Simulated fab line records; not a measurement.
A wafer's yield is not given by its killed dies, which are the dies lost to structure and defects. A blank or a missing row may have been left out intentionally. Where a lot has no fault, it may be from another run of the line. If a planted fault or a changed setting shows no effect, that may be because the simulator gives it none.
fab line records | flow sky130
record: lots: 11 | wafers: 33 | lastDay: 50
route steps=708 shown CONTACT@430 METAL1@452 VIA1@461
lots with no fault: from the same line, run without faults
startH: hours from the record's first day to the start of the lot's first wafer shown | waitH: how many hours have passed since the lot's step before this one | " repeats the value in the row above | L1.1+2: a row that stands for several wafers | - either no value or no given start | * or withheld: withheld | < > ~ a bound
route shown NAME@n: NAME is a module with steps in the file, n the number in the route of the first one | usual: mean/standard deviation taken from wafers without a fault | same: alike in all rows | chamber/n: place in a boat | sites: per-site readings | _std_site: the standard deviation of these | _edge_site: the outer-site mean with the inner-site mean subtracted | radiusMm: how far each site lies from the wafer's centre | mask NAME#n: copy n | behind: the tool/chamber that last shaped the wafer | hold: why the lot was held/for how many hours/how that ended | device: which transistor (n, p or np) failed to switch | end of line: the tests these same wafers got at the end of their route | where a step has no rows: the recipe by itself | killed: dies lost to structure and defects at the first sort, not the wafer's yield | map: a wafer's dies, x killed, . not, _ none there
set.NAME: setting as actually run; set.NAME@STEP: the setting as run at that earlier step | model.NAME: the simulator's own value behind a step, which no gauge read
route steps across a sampled set of lots; one table per step, one row per wafer
services: a tool's chamber out of use, with start hour (startH, from the record's first day; less than 0 if before it), hours out, and reason
== steps ==
step: SKY_CONTACT_CVD_24
recipe: material: W | targetThkNm: 340 | timeS: 102.12 | tempC: 400 | pressureTorr: 40
usual: chamberPressureTorr: 40.00/0.081 | heaterPowerW: 819/48
lot.wafer | tool    | chamber | startH | waitH | chamberPressureTorr | heaterPowerW | sinceWetCleanH
L516.1    | cvdW-01 | 0       | 745.60 | 0.0   | 39.98               | 828          | 842
L516.2    | "       | 1       | "      | "     | 40.01               | 881          | 842
L516.3    | "       | 1       | "      | "     | 40.12               | 858          | -
L517.1    | cvdW-01 | 1       | 761.66 | 0.0   | 40.02               | 899          | 858
L517.2    | "       | 0       | "      | "     | 39.87               | 787          | 858
L517.3    | "       | 0       | "      | "     | 39.87               | 821          | -
L519.4    | cvdW-01 | 0       | 773.22 | 0.1   | 39.95               | 808          | -
L519.5    | "       | 0       | "      | "     | 39.97               | 792          | -
L519.6    | "       | 1       | "      | "     | 39.89               | 892          | -
L520.2    | cvdW-02 | 1       | 786.40 | 0.0   | 40.03               | 757          | 382
L520.3    | "       | 1       | "      | "     | 40.19               | 742          | -
L520.4    | "       | 0       | "      | "     | 40.02               | 808          | -
L521.1    | cvdW-02 | 0       | 787.46 | 0.0   | 39.95               | 773          | 383
L521.3    | "       | 1       | "      | "     | 40.11               | 764          | -
L521.6    | "       | 0       | "      | "     | 39.91               | 786          | -
L522.3    | cvdW-01 | 0       | 807.90 | 0.1   | 40.07               | 813          | -
L522.4    | "       | 1       | "      | "     | 39.99               | 886          | -
L522.5    | "       | 0       | "      | "     | 39.99               | 806          | -
L525.3    | cvdW-01 | 1       | 820.76 | 0.1   | 40.04               | 906          | -
L525.4    | "       | 0       | "      | "     | 39.95               | 834          | -
L525.5    | "       | 1       | "      | "     | 39.86               | 889          | -
L532.1    | cvdW-02 | 0       | 865.71 | 0.0   | 39.93               | 816          | 462
L532.2    | "       | 1       | "      | "     | 40.01               | 742          | 462
L532.5    | "       | 0       | "      | "     | 40.00               | 816          | -
L533.1    | cvdW-01 | 0       | 865.86 | 0.0   | 40.05               | 821          | 962
L533.5    | "       | 1       | "      | "     | 39.91               | 879          | -
L533.6    | "       | 0       | "      | "     | 39.97               | 818          | -
L535.1    | cvdW-02 | 0       | 886.86 | 0.0   | 40.19               | 794          | 483
L535.3    | "       | 0       | "      | "     | 40.09               | 810          | -
L535.6    | "       | 1       | "      | "     | 40.05               | 738          | -
L539.1    | cvdW-02 | 0       | 915.15 | 0.0   | 40.11               | 820          | 511
L539.4    | "       | 0       | "      | "     | 40.10               | 800          | -
L539.5    | "       | 1       | "      | "     | 39.99               | 760          | -
step: SKY_CONTACT_RS_MEAS_25
recipe: thkMeasGauge: four-point-probe | reads: W_of_CONTACT_CVD_24+TiN_of_CONTACT_SPUTTER_23
usual: CONTACT_W_RS: 0.337/0.0071
lot.wafer | tool         | chamber | startH | waitH | hold                    | CONTACT_W_RS[ohm/sq]
L516.1    | filmMetro-02 | -       | 745.71 | 0.1   | -                       | 0.340
L516.2    | "            | -       | "      | "     | -                       | 0.328
L516.3    | "            | -       | "      | "     | -                       | 0.324
L517.1    | filmMetro-03 | -       | 761.77 | 0.1   | -                       | 0.328
L517.2    | "            | -       | "      | "     | -                       | 0.342
L517.3    | "            | -       | "      | "     | -                       | 0.341
L519.4    | filmMetro-02 | -       | 773.36 | 0.1   | -                       | 0.341
L519.5    | "            | -       | "      | "     | -                       | 0.345
L519.6    | "            | -       | "      | "     | -                       | 0.326
L520.2    | filmMetro-04 | -       | 786.53 | 0.1   | -                       | 0.338
L520.3    | "            | -       | "      | "     | -                       | 0.336
L520.4    | "            | -       | "      | "     | -                       | 0.336
L521.1    | filmMetro-04 | -       | 787.57 | 0.1   | -                       | 0.339
L521.3    | "            | -       | "      | "     | -                       | 0.338
L521.6    | "            | -       | "      | "     | -                       | 0.341
L522.3    | filmMetro-04 | -       | 808.01 | 0.1   | -                       | 0.335
L522.4    | "            | -       | "      | "     | -                       | 0.324
L522.5    | "            | -       | "      | "     | -                       | 0.335
L525.3    | filmMetro-04 | -       | 820.87 | 0.1   | -                       | 0.324
L525.4    | "            | -       | "      | "     | -                       | 0.342
L525.5    | "            | -       | "      | "     | -                       | 0.325
L532.1    | filmMetro-02 | -       | 865.82 | 0.1   | -                       | 0.340
L532.2    | "            | -       | "      | "     | -                       | 0.336
L532.5    | "            | -       | "      | "     | -                       | 0.339
L533.1    | filmMetro-04 | -       | 865.97 | 0.1   | awaitDispo/0.2h/release | 0.198
L533.5    | "            | -       | "      | "     | awaitDispo/0.2h/release | 0.325
L533.6    | "            | -       | "      | "     | awaitDispo/0.2h/release | 0.199
L533.1    | filmMetro-04 | -       | 866.25 | 0.3   | -                       | 0.198
L533.5    | "            | -       | "      | "     | -                       | 0.325
L533.6    | "            | -       | "      | "     | -                       | 0.199
L535.1    | filmMetro-03 | -       | 886.97 | 0.1   | -                       | 0.341
L535.3    | "            | -       | "      | "     | -                       | 0.340
L535.6    | "            | -       | "      | "     | -                       | 0.338
L539.1    | filmMetro-03 | -       | 915.26 | 0.1   | -                       | 0.336
L539.4    | "            | -       | "      | "     | -                       | 0.336
L539.5    | "            | -       | "      | "     | -                       | 0.339
step: SKY_CONTACT_CMP_27
recipe: stopOn: SiO2 | tOverpolishS: 15 | downForcePsi: 3.5 | platenRpm: 60 | targetThkNm: 0 | padVelocityMS: 0.94248
usual: motorCurrentA: 10.9/1.2 | platenRpm: 60.00/0.039 | timeToEndpointS: 82/3.4
lot.wafer | tool   | chamber | startH | waitH | hold                    | motorCurrentA | platenRpm | timeToEndpointS
L516.2    | cmp-01 | 3       | 745.89 | 0.0   | -                       | 10.7          | 60.00     | 86
L516.1    | "      | 1       | "      | "     | -                       | 11.9          | 59.91     | 79
L516.3    | "      | 2       | "      | "     | -                       | 8.6           | 59.97     | 85
L517.1    | cmp-02 | 1       | 761.95 | 0.1   | -                       | 11.1          | 59.94     | 86
L517.2    | "      | 2       | "      | "     | -                       | 11.9          | 59.98     | 81
L517.3    | "      | 0       | "      | "     | -                       | 11.9          | 59.98     | 80
L519.4    | cmp-01 | 2       | 773.48 | 0.0   | -                       | 8.2           | 60.02     | 84
L519.5    | "      | 2       | "      | "     | -                       | 8.6           | 60.02     | 84
L519.6    | "      | 3       | "      | "     | -                       | 11.2          | 60.07     | 89
L520.3    | cmp-01 | 1       | 786.69 | 0.0   | -                       | 12.1          | 60.02     | 80
L520.2    | "      | 2       | "      | "     | -                       | 7.8           | 59.99     | 83
L520.4    | "      | 3       | "      | "     | -                       | 10.7          | 60.09     | 86
L521.1    | cmp-01 | 0       | 787.85 | 0.1   | -                       | 11.6          | 60.02     | 80
L521.3    | "      | 1       | "      | "     | -                       | 12.0          | 59.99     | 72
L521.6    | "      | 2       | "      | "     | -                       | 8.7           | 60.06     | 76
L522.4    | cmp-02 | 2       | 808.15 | 0.0   | -                       | 11.2          | 60.07     | 83
L522.3    | "      | 0       | "      | "     | -                       | 10.5          | 59.96     | 83
L522.5    | "      | 3       | "      | "     | -                       | 10.6          | 60.00     | 80
L525.3    | cmp-02 | 1       | 821.02 | 0.0   | -                       | 11.6          | 59.99     | 88
L525.4    | "      | 0       | "      | "     | -                       | 12.1          | 59.95     | 80
L525.5    | "      | 1       | "      | "     | -                       | 10.9          | 59.98     | 85
L532.2    | cmp-02 | 1       | 866.00 | 0.0   | -                       | 10.9          | 59.95     | 85
L532.1    | "      | 0       | "      | "     | -                       | 11.8          | 59.96     | 83
L532.5    | "      | 1       | "      | "     | -                       | 11.1          | 59.94     | 87
L533.1    | cmp-01 | 2       | 871.77 | 3.7   | awaitDispo/3.6h/release | 8.1           | 60.01     | 139
L533.6    | "      | 2       | "      | "     | awaitDispo/3.6h/release | 8.2           | 60.00     | 134
L533.5    | "      | 3       | "      | "     | awaitDispo/3.6h/release | 11.4          | 60.04     | 84
L535.3    | cmp-02 | 3       | 887.25 | 0.1   | -                       | 10.1          | 60.04     | 84
L535.1    | "      | 0       | "      | "     | -                       | 11.7          | 60.04     | 85
L535.6    | "      | 1       | "      | "     | -                       | 10.8          | 59.95     | 82
L539.4    | cmp-02 | 1       | 915.67 | 0.2   | -                       | 10.8          | 60.01     | 82
L539.1    | "      | 2       | "      | "     | -                       | 11.7          | 60.03     | 80
L539.5    | "      | 0       | "      | "     | -                       | 11.4          | 60.02     | 81
step: SKY_METAL1_ETCH_18
recipe: chemistry: N2/H2 | target: BARC | ionEnergyEv: 200 | biasW: 100 | pressureMtorr: 30 | n2FlowSccm: 100 | h2FlowSccm: 200 | icpW: 500 | stopOn: SiO2 | timeS: 45.9 | targetDepthA: 600
usual: drypumpMotorCurrentA: 5.7/0.62 | h2FlowSccm: 200.0/0.59 | oesProductAu: 0.854/0.0046 | throttleValvePct: 13.224/0.009
lot.wafer | tool        | chamber | startH | waitH | drypumpMotorCurrentA | h2FlowSccm | oesProductAu | rfHoursCounterH | throttleValvePct
L516.1    | rieMetal-04 | 0       | 774.50 | 0.0   | 5.1                  | 200.4      | 0.850        | 1               | 13.225
L516.2    | "           | 1       | "      | "     | 5.1                  | 201.1      | 0.854        | 3               | 13.206
L516.3    | "           | 1       | "      | "     | 5.1                  | 200.4      | 0.861        | -               | 13.208
L517.1    | rieMetal-04 | 0       | 788.75 | 0.0   | 5.1                  | 199.4      | 0.852        | 2               | 13.214
L517.2    | "           | 1       | "      | "     | 5.2                  | 199.6      | 0.860        | 4               | 13.206
L517.3    | "           | 0       | "      | "     | 5.1                  | 200.3      | 0.856        | -               | 13.224
L519.4    | rieMetal-01 | 1       | 801.07 | 0.0   | 6.2                  | 200.3      | 0.853        | -               | 13.225
L519.5    | "           | 0       | "      | "     | 6.5                  | 199.5      | 0.846        | -               | 13.222
L519.6    | "           | 1       | "      | "     | 6.2                  | 200.7      | 0.858        | -               | 13.225
L520.2    | rieMetal-03 | 1       | 813.97 | 0.1   | 5.1                  | 200.6      | 0.856        | -               | 13.224
L520.3    | "           | 1       | "      | "     | 5.2                  | 199.7      | 0.853        | -               | 13.213
L520.4    | "           | 1       | "      | "     | 5.2                  | 200.2      | 0.859        | -               | 13.232
L521.1    | rieMetal-01 | 0       | 814.73 | 0.1   | 6.5                  | 198.9      | 0.839        | 10              | 13.225
L521.3    | "           | 0       | "      | "     | 6.5                  | 199.6      | 0.859        | -               | 13.215
L521.6    | "           | 0       | "      | "     | 6.5                  | 198.9      | 0.859        | -               | 13.235
L522.3    | rieMetal-03 | 1       | 835.54 | 0.0   | 5.2                  | 200.9      | 0.857        | -               | 13.230
L522.4    | "           | 0       | "      | "     | 6.4                  | 200.8      | 0.852        | -               | 13.235
L522.5    | "           | 0       | "      | "     | 6.4                  | 199.9      | 0.859        | -               | 13.225
L525.3    | rieMetal-01 | 1       | 848.69 | 0.0   | 6.3                  | 200.2      | 0.856        | -               | 13.233
L525.4    | "           | 0       | "      | "     | 6.5                  | 201.2      | 0.852        | -               | 13.226
L525.5    | "           | 1       | "      | "     | 6.3                  | 199.7      | 0.847        | -               | 13.215
L532.1    | rieMetal-01 | 1       | 893.17 | 0.0   | 6.3                  | 200.3      | 0.857        | 2               | 13.232
L532.2    | "           | 0       | "      | "     | 6.5                  | 200.1      | 0.850        | 14              | 13.228
L532.5    | "           | 1       | "      | "     | 6.2                  | 200.4      | 0.845        | -               | 13.210
L533.1    | rieMetal-03 | 1       | 893.30 | 0.0   | 5.2                  | 200.9      | 0.857        | 4               | 13.210
L533.5    | "           | 1       | "      | "     | 5.1                  | 200.3      | 0.852        | -               | 13.219
L533.6    | "           | 0       | "      | "     | 6.4                  | 200.0      | 0.855        | -               | 13.222
L535.1    | rieMetal-01 | 1       | 913.22 | 0.0   | 6.2                  | 200.0      | 0.858        | 3               | 13.226
L535.3    | "           | 1       | "      | "     | 6.3                  | 199.3      | 0.851        | -               | 13.222
L535.6    | "           | 1       | "      | "     | 6.2                  | 199.8      | 0.853        | -               | 13.226
L539.1    | rieMetal-04 | 1       | 940.40 | 0.0   | 5.2                  | 200.8      | 0.859        | 9               | 13.246
L539.4    | "           | 1       | "      | "     | 5.2                  | 200.3      | 0.857        | -               | 13.231
L539.5    | "           | 1       | "      | "     | 5.2                  | 200.2      | 0.849        | -               | 13.222
step: SKY_VIA1_BOW_MEAS_03
recipe: mode: bow
usual: VIA1_BOW: 82/7.9
lot.wafer | tool         | chamber | startH | waitH | VIA1_BOW[um]
L516.1    | filmMetro-04 | -       | 775.72 | 0.1   | 80
L516.2    | "            | -       | "      | "     | 87
L516.3    | "            | -       | "      | "     | 68
L517.1    | filmMetro-04 | -       | 790.00 | 0.2   | 87
L517.2    | "            | -       | "      | "     | 80
L517.3    | "            | -       | "      | "     | 73
L519.4    | filmMetro-02 | -       | 802.41 | 0.3   | 77
L519.5    | "            | -       | "      | "     | 76
L519.6    | "            | -       | "      | "     | 81
L520.2    | filmMetro-04 | -       | 815.34 | 0.2   | 79
L520.3    | "            | -       | "      | "     | 83
L520.4    | "            | -       | "      | "     | 90
L521.1    | filmMetro-02 | -       | 816.10 | 0.1   | 84
L521.3    | "            | -       | "      | "     | 85
L521.6    | "            | -       | "      | "     | 80
L522.3    | filmMetro-01 | -       | 836.79 | 0.1   | 93
L522.4    | "            | -       | "      | "     | 81
L522.5    | "            | -       | "      | "     | 83
L525.3    | filmMetro-02 | -       | 849.96 | 0.2   | 75
L525.4    | "            | -       | "      | "     | 76
L525.5    | "            | -       | "      | "     | 84
L532.1    | filmMetro-04 | -       | 894.45 | 0.1   | 61
L532.2    | "            | -       | "      | "     | 71
L532.5    | "            | -       | "      | "     | 83
L533.1    | filmMetro-01 | -       | 894.58 | 0.2   | 92
L533.5    | "            | -       | "      | "     | 87
L533.6    | "            | -       | "      | "     | 80
L535.1    | filmMetro-04 | -       | 914.60 | 0.2   | 84
L535.3    | "            | -       | "      | "     | 80
L535.6    | "            | -       | "      | "     | 86
L539.1    | filmMetro-04 | -       | 941.62 | 0.2   | 82
L539.4    | "            | -       | "      | "     | 83
L539.5    | "            | -       | "      | "     | 81
step: SKY_VIA1_SPUTTER_20
recipe: material: TiN | targetThkNm: 20 | chamberPressurePa: 5 | powerW: 4000 | timeS: 80
usual: chamberPressurePa: 5.000/0.01 | throttleValvePct: 29.8/0.69
lot.wafer | tool          | chamber | startH | waitH | chamberPressurePa | throttleValvePct
L516.1    | pvdSputter-04 | -       | 803.00 | 0.0   | 4.994             | 28.7
L516.2    | "             | -       | "      | "     | 5.001             | 29.9
L516.3    | "             | -       | "      | "     | 4.997             | 30.3
L517.1    | pvdSputter-01 | -       | 817.27 | 0.0   | 5.000             | 29.3
L517.2    | "             | -       | "      | "     | 4.981             | 30.5
L517.3    | "             | -       | "      | "     | 5.005             | 30.8
L519.4    | pvdSputter-04 | -       | 828.88 | 0.0   | 4.990             | 30.0
L519.5    | "             | -       | "      | "     | 4.988             | 29.7
L519.6    | "             | -       | "      | "     | 5.000             | 30.4
L520.2    | pvdSputter-04 | -       | 842.79 | 0.0   | 5.010             | 28.4
L520.3    | "             | -       | "      | "     | 5.006             | 30.3
L520.4    | "             | -       | "      | "     | 4.981             | 29.6
L521.1    | pvdSputter-04 | -       | 843.61 | 0.0   | 5.015             | 28.6
L521.3    | "             | -       | "      | "     | 5.015             | 29.5
L521.6    | "             | -       | "      | "     | 5.004             | 29.6
L522.3    | pvdSputter-02 | -       | 864.25 | 0.0   | 5.002             | 29.8
L522.4    | "             | -       | "      | "     | 5.019             | 29.5
L522.5    | "             | -       | "      | "     | 5.006             | 30.5
L525.3    | pvdSputter-04 | -       | 877.08 | 0.0   | 5.004             | 30.3
L525.4    | "             | -       | "      | "     | 4.989             | 30.0
L525.5    | "             | -       | "      | "     | 4.990             | 29.9
L532.1    | pvdSputter-04 | -       | 920.13 | 0.0   | 5.012             | 29.9
L532.2    | "             | -       | "      | "     | 5.013             | 29.8
L532.5    | "             | -       | "      | "     | 5.008             | 29.5
L533.1    | pvdSputter-02 | -       | 920.48 | 0.0   | 5.001             | 29.3
L533.5    | "             | -       | "      | "     | 4.998             | 29.6
L533.6    | "             | -       | "      | "     | 5.003             | 30.6
L535.1    | pvdSputter-04 | -       | 939.60 | 0.0   | 4.979             | 29.8
L535.3    | "             | -       | "      | "     | 4.997             | 30.3
L535.6    | "             | -       | "      | "     | 4.991             | 30.3
L539.1    | pvdSputter-04 | -       | 967.12 | 0.0   | 4.989             | 28.6
L539.4    | "             | -       | "      | "     | 4.992             | 30.2
L539.5    | "             | -       | "      | "     | 4.998             | 28.3
== services ==
tool          | chamber | startH | hours | kind
cmp-02        | -       | 742.85 | 8.2   | pm
cmp-02        | -       | 751.01 | 4.0   | pm
cmp-02        | -       | 754.61 | 2.1   | repair
cvdW-01       | -       | 756.63 | 1.5   | repair
rieMetal-03   | -       | 763.90 | 0.3   | repair
cvdW-02       | -       | 768.74 | 0.3   | repair
rieMetal-04   | -       | 770.84 | 1.5   | repair
cmp-02        | -       | 778.20 | 0.7   | repair
cvdW-01       | 1       | 783.98 | 1.3   | repair
cvdW-02       | 1       | 791.01 | 1.5   | repair
cmp-02        | -       | 794.72 | 5.2   | repair
rieMetal-01   | -       | 823.82 | 0.6   | repair
cvdW-02       | 1       | 830.36 | 3.3   | repair
cmp-02        | -       | 831.01 | 2.0   | repair
cvdW-02       | 0       | 838.40 | 8.0   | repair
cvdW-01       | 1       | 849.63 | 14.5  | repair
cvdW-02       | -       | 891.20 | 6.9   | pm
cmp-01        | -       | 895.85 | 2.3   | repair
cvdW-01       | -       | 904.00 | 14.0  | pm
cmp-01        | -       | 912.00 | 4.0   | pm
cvdW-02       | 0       | 929.60 | 4.7   | repair
pvdSputter-04 | -       | 935.87 | 3.5   | repair
cmp-02        | -       | 953.87 | 1.1   | repair
cvdW-01       | -       | 956.11 | 1.2   | repair
== key ==
firstSign: step: SKY_CONTACT_RS_MEAS_25 | reading: visit | direction: added
effect: step: SKY_CONTACT_RS_MEAS_25 | reading: CONTACT_W_RS | direction: down | sigmas: 20 | usual: 0.337 | struck: 0.198
effect: step: SKY_CONTACT_CMP_27 | reading: timeToEndpointS | direction: up | sigmas: 16 | usual: * | struck: *
metAt SKY_CONTACT_CVD_24
struckLots L533
struckWafers L533.1,L533.6
testerLeftOut L533
notActingAt SKY_METAL1_ETCH_18,SKY_VIA1_BOW_MEAS_03,SKY_VIA1_SPUTTER_20
onsetBetween 820.76 865.86
fault: kind: processParameterDrift | tool: cvdW-01 | chamber: - | onsetH: 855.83 | steps: SKY_CONTACT_CVD_24 | channel: targetThkNm | offset: 239.86 | shape: step | endH: 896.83 | scope: struckWafersOnly | actsIn: theseRecipesOnly | stated: 340
testerLeftOut: of these lots the tester's yield and bins aren't shown, on N5 and GAA mostly nor the transistor test; their killed dies are dies lost to structure and defects alone, not to doping, threshold or leakage, so they don't give the yield
